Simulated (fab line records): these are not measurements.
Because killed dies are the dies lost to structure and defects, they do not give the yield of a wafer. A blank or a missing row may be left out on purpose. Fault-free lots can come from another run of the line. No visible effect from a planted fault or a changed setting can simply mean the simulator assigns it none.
fab line records    flow sfqLine
record: lots: 6  wafers: 18  lastDay: 91
route steps=325 shown M7@285 I7@296
lots untouched by any fault: they come from a run of this same line in which no faults occurred
startH: start of the lot's first displayed wafer, in hours after the record's first day    waitH: hours elapsed since this lot's preceding step    " repeats the value in the row above    L1.1+2: a single row standing in for several wafers    - no value, or no start given    * or withheld: withheld    < > ~ a bound
route shown NAME@n: a module of which the file shows steps, and the number in the route of the first    usual: mean and standard deviation over wafers with no fault    same: alike in all rows    chamber/n: place in a boat    sites: readings site by site    _std_site: their standard deviation    _edge_site: inner sites' mean taken away from outer sites' mean    radiusMm: how far each site lies from the wafer's centre    mask NAME#n: copy n    behind: the last tool/chamber to shape the wafer    hold: why the lot went on hold/how many hours it stayed there/how the hold came to an end    device: which transistor (n, p or np) failed to switch    end of line: at the end of the route, the tests of the same wafers    a step with no rows: only its recipe    killed: at the first sort, the dies lost to defects and structure; wafer yield is something else    map: a wafer's dies, x killed, . not, _ none there
set.NAME: the run value of the setting; set.NAME@STEP: its run value at that earlier step    model.NAME: the simulator's own value behind a step, which no gauge read
certain route steps with their lots: each step a table, each wafer a row
services: from which hour (startH, from the record's first day; less than 0 if before it) a tool's chamber was out of use, for how many hours, and why
== steps ==
step: SFQ_TRILAYER_M7_LITHO_COAT_182
recipe: resist: BARC  spinRpm: 2956  resistThkNm: 62
step: SFQ_TRILAYER_M7_LITHO_COAT_177
recipe: resist: KrF  spinRpm: 3000  resistThkNm: 600
step: SFQ_TRILAYER_M7_LITHO_SOFTBAKE_181
recipe: tempC: withheld  timeS: withheld  resist: KrF
step: SFQ_TRILAYER_M7_LITHO_EXPOSE_178
recipe: maskId: M7  na: 0.6  sourceShape: conventional  sigmaOuter: 0.65  targetCdNm: 500  doseMj: 14.4
step: SFQ_TRILAYER_M7_LITHO_PEB_180
recipe: pebTempC: 115  pebTimeS: 60  resist: KrF
step: SFQ_TRILAYER_M7_LITHO_DEVELOP_179
recipe: timeS: 60  resist: KrF
step: SFQ_M7_OVL_MEAS_945
usual: M7_OVL: 0/5.4
lot.wafer  tool        chamber  startH   waitH  M7_OVL[nm]
L322.1     overlay-02  -        1900.80  0.1    2
L322.2     "           -        "        "      -1
L322.5     "           -        "        "      0
L325.1     overlay-01  -        1923.72  0.1    4
L325.3     "           -        "        "      4
L325.4     "           -        "        "      1
L327.2     overlay-01  -        1928.53  0.1    -4
L327.5     "           -        "        "      3
L327.6     "           -        "        "      -4
L336.2     overlay-02  -        2023.93  0.1    2
L336.5     "           -        "        "      9
L336.6     "           -        "        "      7
L343.3     overlay-02  -        2070.54  0.1    3
L343.4     "           -        "        "      -4
L343.5     "           -        "        "      0
L344.4     overlay-02  -        2081.40  0.1    2
L344.5     "           -        "        "      4
L344.6     "           -        "        "      3
step: SFQ_TRILAYER_M7_BARC_OPEN_METAL_ETCH_229
recipe: maskMaterial: PR  chemistry: O2  targetDepthNm: 125  target: BARC  icpW: 600  biasW: 80  pressureMtorr: 10  timeS: 41.7
usual: drypumpMotorCurrentA: 5.9/0.47  heBacksideLeakSccm: 3.39/0.18  oesProductAu: 0.687/0.0045
lot.wafer  tool         chamber  startH   waitH  drypumpMotorCurrentA  heBacksideLeakSccm  oesProductAu  rfHoursCounterH
L322.1     rieMetal-02  0        1900.83  0.0    6.3                   3.24                0.697         57
L322.2     "            1        "        "      5.4                   3.31                0.683         62
L322.5     "            0        "        "      6.3                   3.30                0.687         -
L325.1     rieMetal-04  0        1923.76  0.0    5.0                   3.37                0.692         34
L325.3     "            1        "        "      5.8                   3.22                0.693         -
L325.4     "            0        "        "      5.1                   3.25                0.686         -
L327.2     rieMetal-01  0        1928.56  0.0    6.5                   3.39                0.693         81
L327.5     "            0        "        "      6.4                   3.62                0.682         -
L327.6     "            1        "        "      5.9                   3.57                0.683         -
L336.2     rieMetal-02  0        2023.96  0.0    6.3                   3.22                0.685         72
L336.5     "            1        "        "      5.4                   3.15                0.685         -
L336.6     "            0        "        "      6.3                   3.27                0.679         -
L343.3     rieMetal-01  1        2070.58  0.0    5.9                   3.32                0.681         -
L343.4     "            0        "        "      6.4                   3.40                0.692         -
L343.5     "            1        "        "      5.9                   3.36                0.690         -
L344.4     rieMetal-02  1        2081.44  0.0    5.4                   3.20                0.689         -
L344.5     "            0        "        "      6.3                   3.26                0.694         -
L344.6     "            1        "        "      5.4                   3.01                0.686         -
step: SFQ_TRILAYER_M7_ETCH_METAL_ETCH_180
recipe: target: Nb  stopOn: SiO2  maskMaterial: PR  chemistry: Cl2/Ar  targetDepthNm: 240  icpW: 579.8  biasW: 80  pressureMtorr: 10  timeS: 120
usual: drypumpMotorCurrentA: 5.9/0.47  heBacksideLeakSccm: 3.45/0.3  oesProductAu: 0.895/0.007
lot.wafer  tool         chamber  startH   waitH  drypumpMotorCurrentA  heBacksideLeakSccm  oesProductAu  rfHoursCounterH
L322.1     rieMetal-02  0        1900.89  0.0    6.4                   3.27                0.889         57
L322.2     "            1        "        "      5.4                   3.13                0.894         62
L322.5     "            0        "        "      6.3                   3.25                0.894         -
L325.1     rieMetal-04  0        1923.82  0.0    5.1                   3.21                0.901         34
L325.3     "            1        "        "      5.8                   3.35                0.891         -
L325.4     "            0        "        "      5.1                   3.15                0.887         -
L327.2     rieMetal-01  0        1928.62  0.0    6.5                   3.73                0.889         81
L327.5     "            0        "        "      6.4                   3.89                0.888         -
L327.6     "            1        "        "      5.9                   3.79                0.890         -
L336.2     rieMetal-02  0        2024.02  0.0    6.3                   3.03                0.895         72
L336.5     "            1        "        "      5.4                   3.39                0.888         -
L336.6     "            0        "        "      6.4                   3.19                0.900         -
L343.3     rieMetal-01  1        2070.66  0.1    5.9                   3.46                0.894         -
L343.4     "            0        "        "      6.4                   3.67                0.899         -
L343.5     "            1        "        "      5.9                   3.59                0.891         -
L344.4     rieMetal-02  1        2081.52  0.1    5.4                   3.44                0.903         -
L344.5     "            0        "        "      6.3                   3.38                0.908         -
L344.6     "            1        "        "      5.4                   3.31                0.908         -
step: SFQ_TRILAYER_M7_STRIP_STRIP_181
recipe: gas: O2  powerW: 200  platenTempC: 40  overashFraction: 0.65  chemistry: O2  pressureMtorr: 50
usual: drypumpMotorCurrentA: 5.9/0.47  heBacksideLeakSccm: 3.43/0.26  oesProductAu: 1.000/0.0066
lot.wafer  tool         chamber  startH   waitH  drypumpMotorCurrentA  heBacksideLeakSccm  oesProductAu  rfHoursCounterH
L322.1     rieMetal-02  0        1901.02  0.1    6.3                   3.27                1.003         57
L322.2     "            1        "        "      5.5                   3.32                1.004         62
L322.5     "            0        "        "      6.3                   3.28                0.992         -
L325.1     rieMetal-04  0        1923.94  0.1    5.1                   3.40                1.012         34
L325.3     "            1        "        "      5.8                   3.33                0.994         -
L325.4     "            0        "        "      5.1                   3.57                1.001         -
L327.2     rieMetal-01  0        1928.74  0.1    6.5                   3.51                0.996         81
L327.5     "            0        "        "      6.5                   3.48                0.989         -
L327.6     "            1        "        "      5.9                   3.40                1.001         -
L336.2     rieMetal-02  0        2024.14  0.1    6.3                   3.29                1.002         72
L336.5     "            1        "        "      5.4                   3.34                1.007         -
L336.6     "            0        "        "      6.3                   3.40                0.998         -
L343.3     rieMetal-01  1        2070.94  0.2    5.9                   3.49                1.000         -
L343.4     "            0        "        "      6.5                   3.57                0.989         -
L343.5     "            1        "        "      5.9                   3.57                0.997         -
L344.4     rieMetal-02  1        2081.81  0.2    5.5                   3.17                1.003         -
L344.5     "            0        "        "      6.3                   3.18                0.990         -
L344.6     "            1        "        "      5.4                   3.36                1.001         -
step: SFQ_TRILAYER_M7_STRIP_SOLV_CLEAN_182
recipe: chemistry: NMP  tempC: 70  timeS: 600
step: SFQ_TRILAYER_I7_DEP_PECVD_183
recipe: material: SiO2  tempC: 150  timeS: 111.11  pressureTorr: 2.4  rfW: 183.3  precursor: SiH4/N2O  targetThkNm: 500
usual: heaterPowerW: 75/14  throttleValvePct: 25.4/2.2
lot.wafer  tool      chamber  startH   waitH  heaterPowerW  throttleValvePct
L322.1     pecvd-03  2        1901.79  0.0    83            27.3
L322.2     "         1        "        "      78            29.5
L322.5     "         2        "        "      88            27.5
L325.1     pecvd-03  2        1924.72  0.0    74            27.9
L325.3     "         0        "        "      79            24.1
L325.4     "         0        "        "      66            24.0
L327.2     pecvd-04  1        1929.52  0.0    89            26.1
L327.5     "         0        "        "      52            24.2
L327.6     "         2        "        "      89            23.0
L336.2     pecvd-03  2        2024.92  0.0    85            28.2
L336.5     "         2        "        "      86            27.9
L336.6     "         0        "        "      66            23.9
L343.3     pecvd-02  2        2071.54  0.0    82            23.4
L343.4     "         0        "        "      63            22.8
L343.5     "         2        "        "      85            23.5
L344.4     pecvd-04  1        2082.42  0.0    79            26.3
L344.5     "         2        "        "      97            23.5
L344.6     "         0        "        "      49            24.4
step: SFQ_TRILAYER_I7_CMP_CMP_184
recipe: material: SiO2  downForcePsi: 3  platenRpm: 60  padVelocityMS: 0.94248
usual: motorCurrentA: 9.9/1.5  slurryFlowMlMin: 150.0/0.49  timeToEndpointS: 217/6.4
lot.wafer  tool    chamber  startH   waitH  motorCurrentA  slurryFlowMlMin  timeToEndpointS
L322.2     cmp-01  3        1904.77  2.9    8.2            150.3            206
L322.1     "       0        "        "      8.9            150.8            217
L322.5     "       2        1906.27  4.4    12.8           150.2            225
L325.4     cmp-01  3        1925.50  0.7    8.7            149.6            221
L325.1     "       0        "        "      8.2            150.2            114
L325.3     "       1        "        "      9.7            150.4            210
L327.2     cmp-01  3        1929.60  0.0    8.1            149.2            208
L327.6     "       3        1931.60  2.0    8.7            150.0            215
L327.5     "       0        "        "      9.0            149.9            120
L336.2     cmp-01  0        2027.98  3.0    8.5            150.2            218
L336.6     "       1        "        "      9.6            150.2            216
L336.5     "       2        "        "      12.4           150.1            217
L343.4     cmp-01  2        2072.11  0.5    12.4           150.9            213
L343.3     "       0        2073.11  1.5    8.6            150.9            218
L343.5     "       2        2074.11  2.5    11.7           151.1            209
L344.4     cmp-01  0        2083.96  1.5    8.2            150.0            226
L344.5     "       1        "        "      9.7            150.2            222
L344.6     "       2        "        "      11.9           149.7            220
step: SFQ_I7_BOW_MEAS_946
recipe: mode: bow
usual: I7_BOW: 8/10
lot.wafer  tool          chamber  startH   waitH  I7_BOW[um]
L322.1     filmMetro-04  -        1907.27  1.5    6
L322.2     "             -        "        "      19
L322.5     "             -        "        "      19
L325.1     filmMetro-02  -        1928.50  2.0    18
L325.3     "             -        "        "      19
L325.4     "             -        "        "      13
L327.2     filmMetro-04  -        1932.62  2.5    6
L327.5     "             -        "        "      5
L327.6     "             -        "        "      13
L336.2     filmMetro-03  -        2029.50  1.0    -13
L336.5     "             -        "        "      2
L336.6     "             -        "        "      4
L343.3     filmMetro-02  -        2074.65  1.0    3
L343.4     "             -        "        "      7
L343.5     "             -        "        "      9
L344.4     filmMetro-03  -        2085.52  1.1    11
L344.5     "             -        "        "      19
L344.6     "             -        "        "      6
== services ==
tool         chamber  startH   hours  kind
pecvd-04     -        1932.91  0.7    repair
pecvd-02     1        1936.17  3.7    repair
cmp-01       -        1939.81  4.0    pm
cmp-01       -        1942.96  2.2    repair
rieMetal-02  -        1943.66  0.6    repair
cmp-01       -        1943.81  -      consumableReplace:conditioner
cmp-01       -        1943.81  -      consumableReplace:pad
pecvd-04     -        1948.03  0.8    repair
pecvd-02     -        1962.51  28.1   pm
rieMetal-02  1        1987.41  16.4   repair
rieMetal-04  0        2014.91  3.7    repair
pecvd-04     -        2018.11  12.7   repair
pecvd-03     -        2026.22  2.8    pm
rieMetal-01  -        2030.23  4.2    repair
rieMetal-04  -        2033.06  1.3    repair
pecvd-03     0        2051.03  5.3    repair
cmp-01       -        2054.02  11.8   repair
pecvd-02     -        2055.75  14.0   pm
pecvd-02     0        2055.75  14.0   ventCycle
pecvd-02     1        2055.75  14.0   ventCycle
pecvd-02     2        2055.75  14.0   ventCycle
rieMetal-04  1        2059.49  8.6    repair
pecvd-02     0        2069.75  -      clean
pecvd-02     1        2069.75  -      clean
== key ==
firstSign: step: SFQ_TRILAYER_I7_CMP_CMP_184  reading: timeToEndpointS  direction: down  sigmas: 16  usual: *  struck: *
effect none on later readings
metAt SFQ_TRILAYER_I7_CMP_CMP_184
struckWafers L325.1,L327.5
fault: kind: processParameterDrift  tool: cmp-01  chamber: 0  onsetH: 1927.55  steps: SFQ_TRILAYER_I7_CMP_CMP_184  channel: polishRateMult  offset: 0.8  shape: step  endH: 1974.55
